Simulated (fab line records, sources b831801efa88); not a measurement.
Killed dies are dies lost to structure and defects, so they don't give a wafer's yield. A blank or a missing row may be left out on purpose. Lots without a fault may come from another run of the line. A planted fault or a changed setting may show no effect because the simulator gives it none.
Chamber matching | flow sky130 | SKY_CONTACT_HDPCVD_02 on hdpcvd-01: 3 sister chambers
The step deposits SiO2, target thk 565 nm, time 94.2 s. 3 wafers are shown with their chamber, then 8 later ones without.

WAFERS WITH THEIR CHAMBER
wafer  | chamber | run_length_s (s)
L433.3 | 2       | 122.0
L447.4 | 1       | 121.9
L448.2 | 0       | 120.9

WAFERS WITHOUT THEIR CHAMBER
wafer  | run_length_s (s)
L448.4 | 120.9
L448.6 | 122.1
L449.4 | 122.4
L449.5 | 120.9
L449.6 | 122.0
L450.1 | 121.7
L450.4 | 120.9
L450.5 | 122.0

WHICH CHAMBER EACH WENT THROUGH
wafer  | from the rows above     | in truth
L448.4 | 0                       | 0
L448.6 | can't be placed: 2 or 1 | 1
L449.4 | can't be placed: 2 or 1 | 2
L449.5 | 0                       | 0
L449.6 | can't be placed: 2 or 1 | 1
L450.1 | can't be placed: 1 or 2 | 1
L450.4 | 0                       | 0
L450.5 | can't be placed: 2 or 1 | 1
Placed correctly: 3 of 8. Can't be placed from these rows: 5 (the true chamber is among the candidates in 5). Placed wrongly: 0.
How it was worked out, from the rows above alone: a wafer's distance from a chamber is the root of the sum, over the readings, of the square of ((its reading less the chamber's mean) divided by the reading's scatter). The wafer belongs to the nearest chamber; if the next one is less than 2 further off, it can't be placed. A chamber's mean is the mean of its shown wafers. The scatter: with one shown wafer a chamber, the root of the mean of the squares of how far each hidden wafer lies from its nearest shown one.
